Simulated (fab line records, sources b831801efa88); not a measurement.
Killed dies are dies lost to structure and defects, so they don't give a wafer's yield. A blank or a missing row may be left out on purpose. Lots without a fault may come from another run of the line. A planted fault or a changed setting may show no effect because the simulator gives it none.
Tool commonality check | flow gf180mcu | 14 lots, 42 wafers sampled

WHY IT WAS OPENED
At GF_HV_LDD_TW_MEAS_50 the reading HV_LDD_4_TW is flagged on 4 of 14 lots. Wafers without a fault read 567, standard deviation 5.9.
Rule: a lot is flagged when every wafer of it that has a number lies more than 4 standard deviations from that mean, or none has a number. The other lots count as sound.

lot  | measured     | on            | HV_LDD_4_TW, wafer by wafer | flag
L349 | day 13 08:43 | film_metro-02 | 560 564 565                 |
L350 | day 13 16:11 | film_metro-04 | 569 571 570                 |
L352 | day 13 20:10 | film_metro-04 | 569 572 569                 |
L351 | day 14 01:13 | film_metro-02 | 562 562 560                 |
L353 | day 14 12:05 | film_metro-04 | 573 573 570                 |
L354 | day 14 17:50 | film_metro-04 | 572 574 575                 |
L355 | day 15 01:16 | film_metro-04 | 570 571 571                 |
L356 | day 15 05:58 | film_metro-02 | 560 563 564                 |
L357 | day 15 18:58 | film_metro-02 | 561 561 559                 |
L358 | day 16 05:24 | film_metro-04 | 573 572 574                 |
L360 | day 16 17:36 | film_metro-02 | 885 888 885                 | FLAGGED
L361 | day 17 00:33 | film_metro-04 | 899 909 909                 | FLAGGED
L362 | day 17 14:07 | film_metro-04 | 903 909 906                 | FLAGGED
L363 | day 17 17:00 | film_metro-03 | 899 900 901                 | FLAGGED
The numbers of the flagged lots are 899 on average: +332 against the usual, or +56 standard deviations.

WHICH TOOL RAN EACH LOT
The record holds 2 process steps before the reading, out of a route of 602 steps. In each cell: the tool, then ch and the chambers that the sampled wafers went through, then the start.
lot  | flag    | GF_VT_IMPLANT_STRIP_31               | GF_HV_LDD_IMPLANT_48
L349 |         | plasma_asher-04 ch 0,1, day 7 17:53  | implanter-01 ch 0, day 13 08:28
L350 |         | plasma_asher-03 ch 0, day 7 21:34    | implanter-01 ch 0, day 13 15:56
L352 |         | plasma_asher-03 ch 0, day 8 02:59    | implanter-01 ch 0, day 13 19:56
L351 |         | plasma_asher-03 ch 0,1, day 8 05:38  | implanter-01 ch 0, day 14 00:58
L353 |         | plasma_asher-02 ch 0,1, day 8 14:25  | implanter-02 ch 0, day 14 11:52
L354 |         | plasma_asher-02 ch 0,1, day 8 21:01  | implanter-04 ch 0, day 14 17:37
L355 |         | plasma_asher-03 ch 0,1, day 9 00:20  | implanter-02 ch 0, day 15 01:02
L356 |         | plasma_asher-03 ch 0,1, day 9 06:49  | implanter-04 ch 0, day 15 05:44
L357 |         | plasma_asher-04 ch 0,1, day 9 16:08  | implanter-04 ch 0, day 15 18:44
L358 |         | plasma_asher-04 ch 0,1, day 9 20:56  | implanter-02 ch 0, day 16 05:09
L360 | FLAGGED | plasma_asher-02 ch 0,1, day 10 10:46 | implanter-04 ch 0, day 16 17:21
L361 | FLAGGED | plasma_asher-02 ch 0, day 10 15:16   | implanter-04 ch 0, day 17 00:18
L362 | FLAGGED | plasma_asher-03 ch 0,1, day 10 23:50 | implanter-02 ch 0, day 17 13:52
L363 | FLAGGED | plasma_asher-02 ch 0,1, day 11 05:31 | implanter-04 ch 0, day 17 16:45
What these steps do:
- GF_VT_IMPLANT_STRIP_31: strips in O2/N2.
- GF_HV_LDD_IMPLANT_48
- GF_HV_LDD_TW_MEAS_50

FLAGGED OVER TOTAL, TOOL BY TOOL (the gauges that took the reading come last)
step                   | tool            | lots run | flagged | share of the flagged lots | sound lots run after its first flagged lot
GF_VT_IMPLANT_STRIP_31 | plasma_asher-02 | 5        | 3       | some                      | 0
GF_VT_IMPLANT_STRIP_31 | plasma_asher-03 | 6        | 1       | some                      | 0
GF_VT_IMPLANT_STRIP_31 | plasma_asher-04 | 3        | 0       | none                      | -
GF_HV_LDD_IMPLANT_48   | implanter-01    | 4        | 0       | none                      | -
GF_HV_LDD_IMPLANT_48   | implanter-02    | 4        | 1       | some                      | 0
GF_HV_LDD_IMPLANT_48   | implanter-04    | 6        | 3       | some                      | 0
GF_HV_LDD_TW_MEAS_50   | film_metro-02   | 5        | 1       | some                      | 0
GF_HV_LDD_TW_MEAS_50   | film_metro-03   | 1        | 1       | some                      | 0
GF_HV_LDD_TW_MEAS_50   | film_metro-04   | 8        | 2       | some                      | 0

WHAT THE TABLE ALLOWS
No row of the table ran every flagged lot.

WHAT THE SIMULATOR HAD PUT IN
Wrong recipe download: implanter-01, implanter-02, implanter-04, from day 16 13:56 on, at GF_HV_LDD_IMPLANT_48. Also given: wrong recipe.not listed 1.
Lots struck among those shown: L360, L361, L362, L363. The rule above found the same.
